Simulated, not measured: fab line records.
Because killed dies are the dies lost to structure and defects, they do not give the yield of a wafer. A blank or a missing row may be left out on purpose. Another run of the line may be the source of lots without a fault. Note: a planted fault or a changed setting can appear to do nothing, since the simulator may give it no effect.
fab line records -- flow sky130
record lots=11, wafers=33, last_day=50
route steps=708 shown VT_ADJUST_PCH@150 POLY_GATE@213 RES_PROTECT@214 PAD_OPEN@708
lots that met no fault: from a run of the same line without faults
start_h: hours from the record's first day to the start of the lot's first wafer shown -- wait_h: hours elapsed since this lot's preceding step -- " unchanged from the row above -- L1.1+2: one row covering several wafers at once -- - no value, or no start given -- * or withheld: withheld -- < > ~ a bound
route shown NAME@n: names a module that has steps shown in the file, with the first one's number in the route -- usual: mean/standard deviation of fault-free wafers -- same: alike in all rows -- chamber/n: place in a boat -- sites: each site's reading -- _std_site: the standard deviation of these -- _edge_site: outer sites' mean less inner sites' -- radius_mm: for every site, how far away it sits from the centre of the wafer -- mask NAME#n: copy n -- behind: tool/chamber where the wafer was last shaped -- hold: why the lot was held/for how many hours/how that ended -- device: names the non-switching transistor (n, p or np) -- end of line: tests of these same wafers at the route's end -- a step with no rows: only its recipe -- killed: the dies lost at the first sort to structure and to defects; this is not the yield of the wafer -- map: per-die view of a wafer (x killed, . not killed, _ where there is no die)
set.NAME: the run value of the setting; set.NAME@STEP: its run value at that earlier step -- model.NAME: the simulator's own value behind a step, which no gauge read
the route's steps for a sample of lots (tables are steps, rows are wafers)
services: a tool's chamber out of use, with start hour (start_h, from the record's first day; less than 0 if before it), hours out, and reason
## steps
# step SKY_VT_ADJUST_PCH_OVL_MEAS_07
# usual VT_ADJUST_PCH_OVL=-1.3/1.4
lot.wafer,tool,chamber,start_h,wait_h,VT_ADJUST_PCH_OVL[nm]
L876.1,overlay-02,-,241.41,-,-2.3
L876.2,overlay-02,-,241.41,-,-2.3
L876.5,overlay-02,-,241.41,-,-3.0
L877.3,overlay-02,-,254.83,-,-1.2
L877.4,overlay-02,-,254.83,-,-2.0
L877.5,overlay-02,-,254.83,-,1.0
L880.1,overlay-02,-,273.89,-,-2.8
L880.4,overlay-02,-,273.89,-,-2.4
L880.6,overlay-02,-,273.89,-,-1.2
L881.1,overlay-01,-,278.14,-,-1.7
L881.2,overlay-01,-,278.14,-,-2.9
L881.4,overlay-01,-,278.14,-,-1.1
L887.2,overlay-02,-,323.83,-,1.6
L887.5,overlay-02,-,323.83,-,-0.7
L887.6,overlay-02,-,323.83,-,-0.4
L888.1,overlay-02,-,332.55,-,-3.0
L888.2,overlay-02,-,332.55,-,-0.7
L888.4,overlay-02,-,332.55,-,-1.7
L889.1,overlay-01,-,338.80,-,-2.4
L889.2,overlay-01,-,338.80,-,-0.6
L889.4,overlay-01,-,338.80,-,1.1
L890.2,overlay-02,-,351.04,-,1.4
L890.4,overlay-02,-,351.04,-,0.1
L890.6,overlay-02,-,351.04,-,1.3
L893.1,overlay-01,-,372.91,-,-1.4
L893.2,overlay-01,-,372.91,-,-3.4
L893.3,overlay-01,-,372.91,-,-0.9
L894.2,overlay-02,-,379.24,-,-1.7
L894.4,overlay-02,-,379.24,-,-0.7
L894.5,overlay-02,-,379.24,-,-1.1
L896.1,overlay-01,-,390.66,-,0.0
L896.3,overlay-01,-,390.66,-,-2.5
L896.5,overlay-01,-,390.66,-,-1.5
# step SKY_POLY_GATE_IMPLANT_02
# recipe species=P, energy_kev=30, dose_cm2=7.7e+15, tilt_deg=0
# usual beam_on_s=32.4/1.4, dose_ions_cm2=7.699e+15/8.5e+12, end_station_pressure_torr=1.17e-05/7.1e-07, faraday_current_uA=13101/540
lot.wafer,tool,chamber,start_h,wait_h,beam_on_s,dose_ions_cm2,end_station_pressure_torr,faraday_current_uA
L876.1,implanter-04,0,349.41,0.1,32.6,7.699e+15,1.07e-05,12981
L876.2,implanter-04,0,349.41,0.1,32.3,7.692e+15,1.17e-05,13062
L876.5,implanter-04,0,349.41,0.1,32.9,7.691e+15,1.23e-05,12840
L877.3,implanter-04,0,368.90,0.1,32.0,7.696e+15,1.12e-05,13224
L877.4,implanter-04,0,368.90,0.1,32.7,7.698e+15,1.17e-05,12900
L877.5,implanter-04,0,368.90,0.1,31.9,7.691e+15,1.17e-05,13241
L881.1,implanter-01,0,424.75,0.1,30.5,7.713e+15,1.21e-05,13906
L881.2,implanter-01,0,424.75,0.1,30.6,7.695e+15,1.33e-05,13763
L881.4,implanter-01,0,424.75,0.1,31.7,7.693e+15,1.22e-05,13396
L880.1,implanter-02,0,425.05,0.1,35.5,7.693e+15,1.11e-05,11944
L880.4,implanter-02,0,425.05,0.1,33.4,7.706e+15,1.12e-05,12737
L880.6,implanter-02,0,425.05,0.1,34.1,7.697e+15,1.1e-05,12506
L887.2,implanter-04,0,448.51,0.1,9.9,7.58e+14,8.7e-06,4304
L887.5,implanter-04,0,448.51,0.1,10.3,7.55e+14,9.3e-06,4160
L887.6,implanter-04,0,448.51,0.1,10.0,7.76e+14,7.9e-06,4268
L888.1,implanter-02,0,459.80,0.1,33.1,7.692e+15,1.09e-05,12830
L888.2,implanter-02,0,459.80,0.1,34.4,7.696e+15,1.14e-05,12348
L888.4,implanter-02,0,459.80,0.1,35.1,7.685e+15,1.22e-05,12084
L889.1,implanter-04,0,465.64,0.1,9.7,7.62e+14,8.2e-06,4421
L889.2,implanter-04,0,465.64,0.1,10.2,7.67e+14,8.6e-06,4172
L889.4,implanter-04,0,465.64,0.1,9.8,7.77e+14,8.3e-06,4364
L890.2,implanter-01,0,478.88,0.1,31.9,7.705e+15,1.19e-05,13307
L890.4,implanter-01,0,478.88,0.1,30.4,7.705e+15,1.16e-05,13865
L890.6,implanter-01,0,478.88,0.1,30.6,7.677e+15,1.17e-05,13829
L893.1,implanter-01,0,501.61,0.1,32.0,7.708e+15,1.2e-05,13215
L893.2,implanter-01,0,501.61,0.1,31.2,7.699e+15,1.11e-05,13589
L893.3,implanter-01,0,501.61,0.1,31.5,7.705e+15,1.18e-05,13406
L894.2,implanter-02,0,505.73,0.1,34.9,7.682e+15,1.06e-05,12108
L894.4,implanter-02,0,505.73,0.1,33.4,7.694e+15,1.28e-05,12644
L894.5,implanter-02,0,505.73,0.1,33.5,7.694e+15,1.07e-05,12684
L896.1,implanter-02,0,552.39,0.1,34.9,7.69e+15,1.12e-05,12148
L896.3,implanter-02,0,552.39,0.1,34.8,7.704e+15,1.21e-05,12187
L896.5,implanter-02,0,552.39,0.1,33.9,7.7e+15,1.08e-05,12592
# step SKY_RES_PROTECT_STRIP_07
# recipe chemistry=O2/N2, power_w=1400, pressure_mtorr=1500, platen_temp_c=withheld, o2_flow_sccm=3000, n2_flow_sccm=300, overash_fraction=0.5
# usual drypump_motor_current_A=5.7/0.41, oes_product_au=0.519/0.0044, strip_time_to_endpoint_s=23.32/0.038
lot.wafer,tool,chamber,start_h,wait_h,drypump_motor_current_A,oes_product_au,rf_hours_counter_h,strip_time_to_endpoint_s
L876.1,plasma_asher-04,1,349.56,0.1,6.2,0.520,54,23.30
L876.2,plasma_asher-04,0,349.56,0.1,5.9,0.517,54,23.31
L876.5,plasma_asher-04,1,349.56,0.1,6.2,0.515,-,23.31
L877.3,plasma_asher-04,0,369.04,0.1,5.9,0.526,-,23.32
L877.4,plasma_asher-04,1,369.04,0.1,6.2,0.518,-,23.32
L877.5,plasma_asher-04,0,369.04,0.1,5.9,0.511,-,23.31
L881.1,plasma_asher-03,1,424.90,0.1,5.3,0.514,66,23.31
L881.2,plasma_asher-03,0,424.90,0.1,5.5,0.504,66,23.31
L881.4,plasma_asher-03,0,424.90,0.1,5.5,0.515,-,23.32
L880.1,plasma_asher-01,0,425.20,0.1,5.5,0.516,32,23.31
L880.4,plasma_asher-01,1,425.20,0.1,5.0,0.520,-,23.28
L880.6,plasma_asher-01,0,425.20,0.1,5.5,0.521,-,23.28
L887.2,plasma_asher-04,0,448.64,0.1,5.9,0.667,66,15.31
L887.5,plasma_asher-04,1,448.64,0.1,6.2,0.675,-,15.26
L887.6,plasma_asher-04,0,448.64,0.1,5.9,0.671,-,15.18
L888.1,plasma_asher-01,1,459.95,0.1,5.0,0.517,37,23.37
L888.2,plasma_asher-01,0,459.95,0.1,5.5,0.517,37,23.36
L888.4,plasma_asher-01,1,459.95,0.1,5.0,0.513,-,23.32
L889.1,plasma_asher-03,0,465.79,0.1,5.5,0.675,68,15.25
L889.2,plasma_asher-03,1,465.79,0.1,5.3,0.670,68,15.24
L889.4,plasma_asher-03,1,465.79,0.1,5.3,0.676,-,15.15
L890.2,plasma_asher-04,0,479.00,0.1,5.9,0.520,69,23.31
L890.4,plasma_asher-04,0,479.00,0.1,5.8,0.522,-,23.33
L890.6,plasma_asher-04,1,479.00,0.1,6.2,0.513,-,23.32
L893.1,plasma_asher-04,0,501.76,0.1,5.9,0.520,72,23.28
L893.2,plasma_asher-04,1,501.76,0.1,6.2,0.517,72,23.32
L893.3,plasma_asher-04,0,501.76,0.1,5.8,0.514,-,23.28
L894.2,plasma_asher-04,0,505.85,0.1,5.9,0.514,72,23.42
L894.4,plasma_asher-04,0,505.85,0.1,5.9,0.523,-,23.38
L894.5,plasma_asher-04,0,505.85,0.1,5.9,0.513,-,23.39
L896.1,plasma_asher-04,1,552.54,0.1,6.2,0.520,76,23.37
L896.3,plasma_asher-04,0,552.54,0.1,5.9,0.522,-,23.38
L896.5,plasma_asher-04,1,552.54,0.1,6.2,0.522,-,23.33
# step SKY_RES_PROTECT_TW_MEAS_08
# usual POLY_GATE_TW=4045/30
lot.wafer,tool,chamber,start_h,wait_h,POLY_GATE_TW
L876.1,film_metro-03,-,349.66,0.1,4042
L876.2,film_metro-03,-,349.66,0.1,4044
L876.5,film_metro-03,-,349.66,0.1,4059
L877.3,film_metro-03,-,369.12,0.1,4052
L877.4,film_metro-03,-,369.12,0.1,4051
L877.5,film_metro-03,-,369.12,0.1,4056
L881.1,film_metro-04,-,425.00,0.1,4005
L881.2,film_metro-04,-,425.00,0.1,4040
L881.4,film_metro-04,-,425.00,0.1,4029
L880.1,film_metro-02,-,425.30,0.1,4023
L880.4,film_metro-02,-,425.30,0.1,4054
L880.6,film_metro-02,-,425.30,0.1,4063
L887.2,film_metro-02,-,448.75,0.1,2830
L887.5,film_metro-02,-,448.75,0.1,2808
L887.6,film_metro-02,-,448.75,0.1,2771
L888.1,film_metro-02,-,460.05,0.1,4057
L888.2,film_metro-02,-,460.05,0.1,4032
L888.4,film_metro-02,-,460.05,0.1,4037
L889.1,film_metro-03,-,465.89,0.1,2854
L889.2,film_metro-03,-,465.89,0.1,2847
L889.4,film_metro-03,-,465.89,0.1,2828
L890.2,film_metro-04,-,479.11,0.1,3996
L890.4,film_metro-04,-,479.11,0.1,4028
L890.6,film_metro-04,-,479.11,0.1,4022
L893.1,film_metro-02,-,501.86,0.1,4042
L893.2,film_metro-02,-,501.86,0.1,4032
L893.3,film_metro-02,-,501.86,0.1,4037
L894.2,film_metro-02,-,505.96,0.1,4068
L894.4,film_metro-02,-,505.96,0.1,4086
L894.5,film_metro-02,-,505.96,0.1,4090
L896.1,film_metro-02,-,552.64,0.1,4074
L896.3,film_metro-02,-,552.64,0.1,4044
L896.5,film_metro-02,-,552.64,0.1,4064
# step SKY_POLY_GATE_ETCH_16
# recipe stop_on=poly-Si, chemistry=CH3F/O2, target=Si3N4, source_w=400, bias_w=80, pressure_mtorr=25, ch3f_flow_sccm=40, O2_flow_sccm=30, time_s=147.5, target_depth_a=750
# usual drypump_motor_current_A=5.6/0.5, oes_product_au=0.642/0.0051, throttle_valve_pct=10.536/0.0088
lot.wafer,tool,chamber,start_h,wait_h,drypump_motor_current_A,oes_product_au,rf_hours_counter_h,throttle_valve_pct
L876.1,rie_diel-03,1,379.65,0.0,5.2,0.636,2,10.544
L876.2,rie_diel-03,0,379.65,0.0,5.6,0.638,28,10.522
L876.5,rie_diel-03,0,379.65,0.0,5.6,0.644,-,10.531
L877.3,rie_diel-03,1,399.74,0.1,5.2,0.646,-,10.534
L877.4,rie_diel-03,0,399.74,0.1,5.6,0.646,-,10.552
L877.5,rie_diel-03,1,399.74,0.1,5.2,0.635,-,10.528
L880.1,rie_diel-02,1,488.39,0.0,5.5,0.651,4,10.542
L880.4,rie_diel-02,3,488.39,0.0,5.8,0.644,-,10.543
L880.6,rie_diel-02,1,488.39,0.0,5.4,0.641,-,10.547
L881.1,rie_diel-03,3,488.51,0.0,6.2,0.640,28,10.540
L881.2,rie_diel-03,2,488.51,0.0,5.8,0.647,4,10.526
L881.4,rie_diel-03,1,488.51,0.0,5.1,0.648,4,10.545
L887.2,rie_diel-02,1,489.10,0.0,5.5,0.639,4,10.548
L887.5,rie_diel-02,3,489.10,0.0,5.8,0.649,-,10.546
L887.6,rie_diel-02,2,489.10,0.0,4.8,0.641,-,10.543
L888.1,rie_diel-02,3,493.60,0.0,5.8,0.641,7,10.540
L888.2,rie_diel-02,2,493.60,0.0,4.8,0.647,8,10.557
L888.4,rie_diel-02,1,493.60,0.0,5.5,0.644,-,10.555
L889.1,rie_diel-04,3,499.50,0.0,5.3,0.645,8,10.537
L889.2,rie_diel-04,2,499.50,0.0,6.4,0.641,8,10.533
L889.4,rie_diel-04,0,499.50,0.0,4.9,0.645,10,10.544
L890.2,rie_diel-04,2,511.44,0.0,6.4,0.646,8,10.541
L890.4,rie_diel-04,0,511.44,0.0,4.9,0.649,10,10.532
L890.6,rie_diel-04,2,511.44,0.0,6.4,0.650,-,10.540
L893.1,rie_diel-02,2,533.10,0.0,4.8,0.652,9,10.534
L893.2,rie_diel-02,3,533.10,0.0,5.8,0.650,8,10.529
L893.3,rie_diel-02,1,533.10,0.0,5.5,0.636,5,10.525
L894.2,rie_diel-03,3,537.15,0.0,6.2,0.643,29,10.542
L894.4,rie_diel-03,0,537.15,0.0,5.6,0.646,32,10.544
L894.5,rie_diel-03,1,537.15,0.0,5.2,0.651,-,10.533
L896.1,rie_diel-04,1,584.61,0.0,5.6,0.625,2,10.541
L896.3,rie_diel-04,3,584.61,0.0,5.3,0.641,9,10.531
L896.5,rie_diel-04,1,584.61,0.0,5.6,0.629,-,10.532
# step SKY_POLY_GATE_STRIP_18
# recipe chemistry=O2/N2, power_w=1400, pressure_mtorr=1500, platen_temp_c=withheld, o2_flow_sccm=3000, n2_flow_sccm=300, overash_fraction=0.5
# usual drypump_motor_current_A=5.6/0.44, oes_product_au=0.361/0.005, strip_time_to_endpoint_s=3.18/0.054
lot.wafer,tool,chamber,start_h,wait_h,drypump_motor_current_A,oes_product_au,rf_hours_counter_h,strip_time_to_endpoint_s
L876.1,plasma_asher-04,0,379.81,0.0,5.9,0.360,58,3.20
L876.2,plasma_asher-04,1,379.81,0.0,6.2,0.367,58,3.22
L876.5,plasma_asher-04,0,379.81,0.0,5.9,0.367,-,3.21
L877.3,plasma_asher-02,1,399.93,0.1,4.9,0.354,-,3.22
L877.4,plasma_asher-02,0,399.93,0.1,5.5,0.358,-,3.17
L877.5,plasma_asher-02,0,399.93,0.1,5.5,0.371,-,3.21
L880.1,plasma_asher-02,1,488.55,0.0,4.9,0.363,7,3.20
L880.4,plasma_asher-02,1,488.55,0.0,4.9,0.358,-,3.14
L880.6,plasma_asher-02,0,488.55,0.0,5.5,0.350,-,3.20
L881.1,plasma_asher-03,1,488.67,0.0,5.3,0.360,69,3.15
L881.2,plasma_asher-03,0,488.67,0.0,5.5,0.367,69,3.25
L881.4,plasma_asher-03,0,488.67,0.0,5.5,0.360,-,3.16
L887.2,plasma_asher-02,0,489.26,0.0,5.5,0.364,7,3.17
L887.5,plasma_asher-02,0,489.26,0.0,5.5,0.365,-,3.20
L887.6,plasma_asher-02,1,489.26,0.0,4.9,0.354,-,3.10
L888.1,plasma_asher-02,0,493.79,0.1,5.5,0.367,8,3.18
L888.2,plasma_asher-02,1,493.79,0.1,4.9,0.359,8,3.10
L888.4,plasma_asher-02,0,493.79,0.1,5.5,0.365,-,3.23
L889.1,plasma_asher-04,0,499.66,0.0,5.8,0.359,71,3.14
L889.2,plasma_asher-04,1,499.66,0.0,6.2,0.366,71,3.25
L889.4,plasma_asher-04,1,499.66,0.0,6.2,0.363,-,3.17
L890.2,plasma_asher-02,0,511.60,0.0,5.5,0.362,9,3.27
L890.4,plasma_asher-02,1,511.60,0.0,4.9,0.366,-,3.17
L890.6,plasma_asher-02,1,511.60,0.0,4.9,0.364,-,3.27
L893.1,plasma_asher-04,0,533.25,0.0,5.9,0.356,75,3.10
L893.2,plasma_asher-04,1,533.25,0.0,6.2,0.360,75,3.22
L893.3,plasma_asher-04,0,533.25,0.0,5.8,0.363,-,3.20
L894.2,plasma_asher-04,1,537.30,0.0,6.2,0.358,75,3.11
L894.4,plasma_asher-04,0,537.30,0.0,5.9,0.367,-,3.20
L894.5,plasma_asher-04,0,537.30,0.0,5.8,0.356,-,3.20
L896.1,plasma_asher-03,0,584.77,0.0,5.5,0.367,80,3.24
L896.3,plasma_asher-03,0,584.77,0.0,5.5,0.364,-,3.18
L896.5,plasma_asher-03,0,584.77,0.0,5.5,0.365,-,3.18
# step SKY_PAD_OPEN_PROBE_99
# usual killed_at_M0_to_M3=43/7.3, killed_at_M4_up=3.5/2.2, killed_at_contacts=24/5.3, killed_at_front_end=15/4.2, killed_at_other=0.3/0.67, killed_dies=86/9.8, killed_open=47/7.2, killed_short=39/6.5
# same gross_dies=492, killed_at_back_side=0
lot.wafer,tool,chamber,start_h,wait_h,killed_at_M0_to_M3,killed_at_M4_up,killed_at_contacts,killed_at_front_end,killed_at_other,killed_dies,killed_open,killed_short
L876.1,prober-01,-,1077.17,0.1,44,4,17,19,2,86,45,39
L876.2,prober-01,-,1077.22,0.1,47,6,17,14,0,84,36,48
L876.5,prober-01,-,1077.37,0.2,46,7,30,21,0,104,53,51
L877.3,prober-02,-,1095.19,0.2,51,2,24,16,0,93,53,40
L877.4,prober-02,-,1095.24,0.2,47,2,22,13,0,84,50,31
L877.5,prober-02,-,1095.29,0.2,46,1,35,16,0,98,61,37
L880.1,prober-01,-,1152.61,0.1,38,1,34,13,2,88,48,36
L880.4,prober-01,-,1152.76,0.2,46,3,23,21,3,96,51,45
L880.6,prober-01,-,1152.86,0.2,39,2,19,23,2,85,44,40
L887.2,prober-02,-,1158.66,0.1,34,1,18,16,0,69,38,31
L887.5,prober-02,-,1158.81,0.2,40,0,22,13,0,75,44,31
L887.6,prober-02,-,1158.86,0.2,45,4,16,13,0,78,37,41
L889.1,prober-01,-,1160.11,0.1,47,2,29,14,1,93,54,39
L889.2,prober-01,-,1160.16,0.1,30,6,25,18,1,80,39,41
L889.4,prober-01,-,1160.26,0.2,34,6,20,19,0,79,43,35
L890.2,prober-01,-,1168.45,0.1,48,4,31,12,0,95,56,37
L890.4,prober-01,-,1168.55,0.2,51,2,20,13,0,86,48,38
L890.6,prober-01,-,1168.65,0.2,54,5,23,13,0,95,50,44
L894.2,prober-01,-,1181.31,0.1,54,4,32,17,0,107,61,46
L894.4,prober-01,-,1181.41,0.2,38,1,28,17,0,84,57,27
L894.5,prober-01,-,1181.46,0.2,43,3,23,10,0,79,41,38
# killed by level:class
L876.1 VIA1:geometric_particle:open=9 METAL1:geometric_particle:short=7 POLY_GATE:geometric_particle:short=6 LI_CONTACT:geometric_particle:open=6 VIA2:geometric_particle:open=6 VIA2:geometric_particle:short=6 FIELD_ISO:geometric_particle:short=5 FIELD_ISO:geometric_particle:open=5
L876.2 METAL2:geometric_particle:short=8 LI_CONTACT:geometric_particle:open=6 METAL1:geometric_particle:short=6 VIA1:geometric_particle:short=6 VIA2:geometric_particle:open=6 VIA1:geometric_particle:open=5 METAL4:geometric_particle:short=4 LOCAL_INTERCONNECT:geometric_particle:short=4
L876.5 CONTACT:geometric_particle:open=10 VIA3:geometric_particle:open=10 VIA1:geometric_particle:open=8 LI_CONTACT:geometric_particle:open=7 FIELD_ISO:geometric_particle:short=6 METAL4:geometric_particle:short=6 POLY_GATE:geometric_particle:open=5 CONTACT:geometric_particle:short=5
L877.3 VIA1:geometric_particle:open=10 CONTACT:geometric_particle:open=9 VIA2:geometric_particle:open=8 VIA2:geometric_particle:short=8 VIA3:geometric_particle:open=7 LOCAL_INTERCONNECT:geometric_particle:short=7 FIELD_ISO:geometric_particle:open=6 VIA1:geometric_particle:short=5
L877.4 VIA1:geometric_particle:open=10 LI_CONTACT:geometric_particle:open=9 CONTACT:geometric_particle:open=8 VIA2:geometric_particle:open=7 VIA1:geometric_particle:short=6 VIA3:geometric_particle:open=5 POLY_GATE:geometric_particle:short=4 METAL2:geometric_particle:short=4
L877.5 VIA1:geometric_particle:open=14 CONTACT:geometric_particle:open=11 VIA3:geometric_particle:open=11 LI_CONTACT:geometric_particle:open=9 VIA2:geometric_particle:open=8 FIELD_ISO:geometric_particle:short=6 LI_CONTACT:geometric_particle:short=6 LOCAL_INTERCONNECT:geometric_particle:short=5
L880.1 CONTACT:geometric_particle:open=14 LI_CONTACT:geometric_particle:open=9 VIA1:geometric_particle:open=7 LOCAL_INTERCONNECT:geometric_particle:short=5 VIA1:geometric_particle:short=5 METAL2:geometric_particle:short=5 VIA2:geometric_particle:open=5 VIA2:geometric_particle:short=5
L880.4 CONTACT:geometric_particle:open=9 VIA3:geometric_particle:open=8 VIA1:geometric_particle:open=8 VIA1:geometric_particle:short=7 FIELD_ISO:geometric_particle:open=5 FIELD_ISO:geometric_particle:short=5 METAL1:geometric_particle:short=5 CONTACT:geometric_particle:short=4
L880.6 CONTACT:geometric_particle:open=10 FIELD_ISO:geometric_particle:open=6 LOCAL_INTERCONNECT:geometric_particle:short=5 METAL1:geometric_particle:short=5 VIA1:geometric_particle:open=5 VIA3:geometric_particle:open=5 METAL3:geometric_particle:short=5 POLY_GATE:geometric_particle:open=4
L887.2 LI_CONTACT:geometric_particle:open=8 METAL2:geometric_particle:short=6 VIA2:geometric_particle:open=5 METAL3:geometric_particle:short=5 VIA3:geometric_particle:open=5 VIA3:geometric_particle:short=5 FIELD_ISO:geometric_particle:open=4 FIELD_ISO:geometric_particle:short=4
L887.5 VIA1:geometric_particle:open=10 LI_CONTACT:geometric_particle:open=8 VIA3:geometric_particle:open=8 POLY_GATE:geometric_particle:short=5 VIA2:geometric_particle:open=5 VIA3:geometric_particle:short=5 CONTACT:geometric_particle:open=4 LOCAL_INTERCONNECT:geometric_particle:short=4
L887.6 VIA3:geometric_particle:open=11 METAL2:geometric_particle:short=10 LI_CONTACT:geometric_particle:open=7 VIA3:geometric_particle:short=6 VIA2:geometric_particle:open=5 FIELD_ISO:geometric_particle:short=4 LOCAL_INTERCONNECT:geometric_particle:short=4 VIA1:geometric_particle:open=4
L889.1 CONTACT:geometric_particle:open=13 VIA1:geometric_particle:open=11 VIA2:geometric_particle:open=8 CONTACT:geometric_particle:short=6 METAL1:geometric_particle:short=6 VIA1:geometric_particle:short=6 FIELD_ISO:geometric_particle:open=5 VIA3:geometric_particle:open=5
L889.2 LI_CONTACT:geometric_particle:open=10 CONTACT:geometric_particle:open=9 VIA1:geometric_particle:open=6 METAL2:geometric_particle:short=6 FIELD_ISO:geometric_particle:open=5 FIELD_ISO:geometric_particle:short=4 POLY_GATE:geometric_particle:short=4 METAL1:geometric_particle:short=4
L889.4 CONTACT:geometric_particle:open=9 POLY_GATE:geometric_particle:open=7 VIA1:geometric_particle:open=7 VIA2:geometric_particle:open=5 METAL1:geometric_particle:short=5 METAL2:geometric_particle:short=5 POLY_GATE:geometric_particle:short=4 CONTACT:geometric_particle:short=4
L890.2 VIA1:geometric_particle:open=14 VIA2:geometric_particle:open=11 CONTACT:geometric_particle:open=11 LI_CONTACT:geometric_particle:open=9 METAL1:geometric_particle:short=8 CONTACT:geometric_particle:short=7 VIA3:geometric_particle:open=4 VIA3:geometric_particle:short=4
L890.4 VIA1:geometric_particle:open=16 CONTACT:geometric_particle:open=9 VIA3:geometric_particle:open=8 VIA2:geometric_particle:open=8 VIA1:geometric_particle:short=5 POLY_GATE:geometric_particle:short=4 METAL1:geometric_particle:short=4 METAL2:geometric_particle:short=4
L890.6 VIA1:geometric_particle:open=12 CONTACT:geometric_particle:open=9 LI_CONTACT:geometric_particle:open=7 METAL1:geometric_particle:short=7 VIA3:geometric_particle:open=7 METAL2:geometric_particle:short=6 VIA1:geometric_particle:short=6 VIA2:geometric_particle:open=6
L894.2 VIA1:geometric_particle:open=11 CONTACT:geometric_particle:open=10 VIA2:geometric_particle:open=10 FIELD_ISO:geometric_particle:open=8 LI_CONTACT:geometric_particle:open=8 METAL2:geometric_particle:short=8 METAL3:geometric_particle:short=6 VIA3:geometric_particle:open=6
L894.4 CONTACT:geometric_particle:open=13 VIA1:geometric_particle:open=11 LI_CONTACT:geometric_particle:open=8 VIA3:geometric_particle:open=6 FIELD_ISO:geometric_particle:short=4 FIELD_ISO:geometric_particle:open=4 METAL2:geometric_particle:short=4 VIA2:geometric_particle:open=4
L894.5 VIA1:geometric_particle:open=9 VIA1:geometric_particle:short=7 LI_CONTACT:geometric_particle:open=7 CONTACT:geometric_particle:short=7 CONTACT:geometric_particle:open=6 METAL2:geometric_particle:short=5 VIA2:geometric_particle:open=5 VIA3:geometric_particle:short=4
## services
tool,chamber,start_h,hours,kind
implanter-02,-,327.63,4.4,repair
rie_diel-04,2,332.55,6.4,repair
implanter-02,-,341.22,7.2,repair
implanter-01,-,346.67,1.7,pm
plasma_asher-02,-,372.68,1.0,repair
rie_diel-03,3,381.92,19.6,repair
plasma_asher-03,-,386.16,2.4,repair
rie_diel-03,2,393.09,8.3,repair
plasma_asher-03,-,412.70,9.3,repair
rie_diel-03,0,417.91,13.0,repair
plasma_asher-02,-,421.25,9.0,pm
plasma_asher-04,-,430.45,1.8,repair
plasma_asher-03,-,432.30,28.1,pm
implanter-04,-,457.13,2.2,repair
rie_diel-02,0,468.96,36.3,repair
plasma_asher-03,-,472.60,0.9,repair
plasma_asher-03,-,476.25,3.1,repair
plasma_asher-02,-,481.33,0.7,repair
implanter-02,-,483.67,3.4,pm
plasma_asher-03,-,486.35,1.4,repair
implanter-04,-,489.83,14.7,pm
plasma_asher-02,-,532.27,2.8,pm
plasma_asher-03,-,549.62,2.8,pm
implanter-04,-,577.77,3.9,repair
## key
first_sign step=SKY_POLY_GATE_IMPLANT_02, reading=dose_ions_cm2, direction=down, sigmas=99+, usual=*, struck=*
effect step=SKY_POLY_GATE_IMPLANT_02, reading=faraday_current_uA, direction=down, sigmas=16, usual=13101, struck=4281
effect step=SKY_RES_PROTECT_STRIP_07, reading=strip_time_to_endpoint_s, direction=down, sigmas=99+, usual=*, struck=*
effect step=SKY_RES_PROTECT_TW_MEAS_08, reading=POLY_GATE_TW, direction=down, sigmas=41, usual=4045, struck=2823
met_at SKY_POLY_GATE_IMPLANT_02
struck_lots L887,L889
tester_left_out L887,L889
not_acting_at SKY_VT_ADJUST_PCH_OVL_MEAS_07,SKY_POLY_GATE_ETCH_16,SKY_POLY_GATE_STRIP_18
onset_between 368.90 448.51
fault kind=process_parameter_drift, tool=implanter-04, chamber=-, onset_h=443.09, steps=SKY_POLY_GATE_IMPLANT_02, channel=dose_cm2, offset=*, shape=step, end_h=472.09, acts_in=*, stated=*
# tester_left_out: of these lots the tester's yield and bins aren't shown, on N5 and GAA mostly nor the transistor test; their killed dies are dies lost to structure and defects alone, not to doping, threshold or leakage, so they don't give the yield
